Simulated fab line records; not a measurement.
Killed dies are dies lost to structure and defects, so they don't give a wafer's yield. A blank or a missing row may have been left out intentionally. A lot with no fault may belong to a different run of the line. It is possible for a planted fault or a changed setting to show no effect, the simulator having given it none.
Code-filled problem report in 8D (eight disciplines) form || flow sky130 || the parts of the form that need people (team, actions taken, sign-off) are left out

1. PROBLEM STATEMENT
Wafers without a fault read 399.8 C, standard deviation 1; spike tc upper C at SKY_PAD_OPEN_ANNEAL_12 reads a mean of 354.0 C on 6 wafers belonging to 2 lots. That is -46 standard deviations from the usual mean.
First seen on wafer L579.1, day 49 21:34, on furnace-02. The record has a number at this step for 33 wafers belonging to 11 lots. Rule for "out" (also "out of limits"): further than 4 standard deviations from the usual mean. The rest of the wafers with a number are treated as sound.

2. WHAT IT IS; WHAT IT IS NOT
{"question": "which readings at this step", "is": "spike tc upper C, spike tc bottom C, spike tc centre C, spike tc lower C, spike tc top C, zone power top pct", "is not": "ramp down c per min"}
{"question": "which lots", "is": "L579, L581", "is not": "L566, L568, L569, L570, L571, L572, L584, L585, L587"}
{"question": "which wafers of those lots", "is": "all that have a number", "is not": "-"}
{"question": "read on which tools", "is": "furnace-02", "is not": "furnace-01"}
{"question": "when", "is": "from day 49 21:34", "is not": "up to then (18 sound wafers); but 9 sound wafers of L584, L585, L587 came after"}

3. THE SUSPECTS, EACH WITH WHAT RULES IT OUT
Counting: a tool stays on the suspect list if, at a process step up to the reading, it processed all lots that are out and no sound lot following the first of them.
- furnace-02 at SKY_PAD_OPEN_ANNEAL_12: kept. It processed each lot that is out, first L579 at day 49 21:34, and no sound lot thereafter; up to then, the last sound lot it processed was L572 at day 47 09:26. Its own spike tc bottom C, spike tc centre C, spike tc lower C, spike tc top C, spike tc upper C, zone power top pct readings are out on those wafers.
The count leaves furnace-02 at SKY_PAD_OPEN_ANNEAL_12.

4. THE CAUSE (what the simulator had put in)
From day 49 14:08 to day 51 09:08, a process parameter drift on furnace-02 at SKY_PAD_OPEN_ANNEAL_12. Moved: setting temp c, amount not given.
Counting left only this tool.

5. THE CHAIN OF EFFECTS, in route order
Rows list readings where the struck wafers' mean (over those with a number) sits beyond 3 standard deviations from the usual. Scope: only readings with a usual standard deviation given in the record; hours: median across lots of the time from each lot's start at the first step in this table that gives one to its start at this step; sigmas: change in usual standard deviations.
{"hours": 0, "step": "SKY_PAD_OPEN_ANNEAL_12", "reading": "spike tc bottom C", "usual": "422 C", "on struck wafers": 374, "change": -48, "sigmas": -13}
{"hours": 0, "step": "SKY_PAD_OPEN_ANNEAL_12", "reading": "spike tc centre C", "usual": "401.4 C", "on struck wafers": 357.1, "change": -44.2, "sigmas": -23}
{"hours": 0, "step": "SKY_PAD_OPEN_ANNEAL_12", "reading": "spike tc lower C", "usual": "400.5 C", "on struck wafers": 355.3, "change": -45.2, "sigmas": -45}
{"hours": 0, "step": "SKY_PAD_OPEN_ANNEAL_12", "reading": "spike tc top C", "usual": "430 C", "on struck wafers": 384, "change": -46, "sigmas": -12}
{"hours": 0, "step": "SKY_PAD_OPEN_ANNEAL_12", "reading": "spike tc upper C", "usual": "399.8 C", "on struck wafers": 354.0, "change": -45.8, "sigmas": -46}
{"hours": 0, "step": "SKY_PAD_OPEN_ANNEAL_12", "reading": "zone power top pct", "usual": "10.86 %", "on struck wafers": 9.27, "change": -1.59, "sigmas": -7.2}
Process steps it contains:
- SKY_PAD_OPEN_ANNEAL_12

6. WHAT WOULD HAVE CAUGHT IT SOONER
In this record no reading fell out of limits until day 49 21:34, 7 hours after the fault had begun at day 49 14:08.
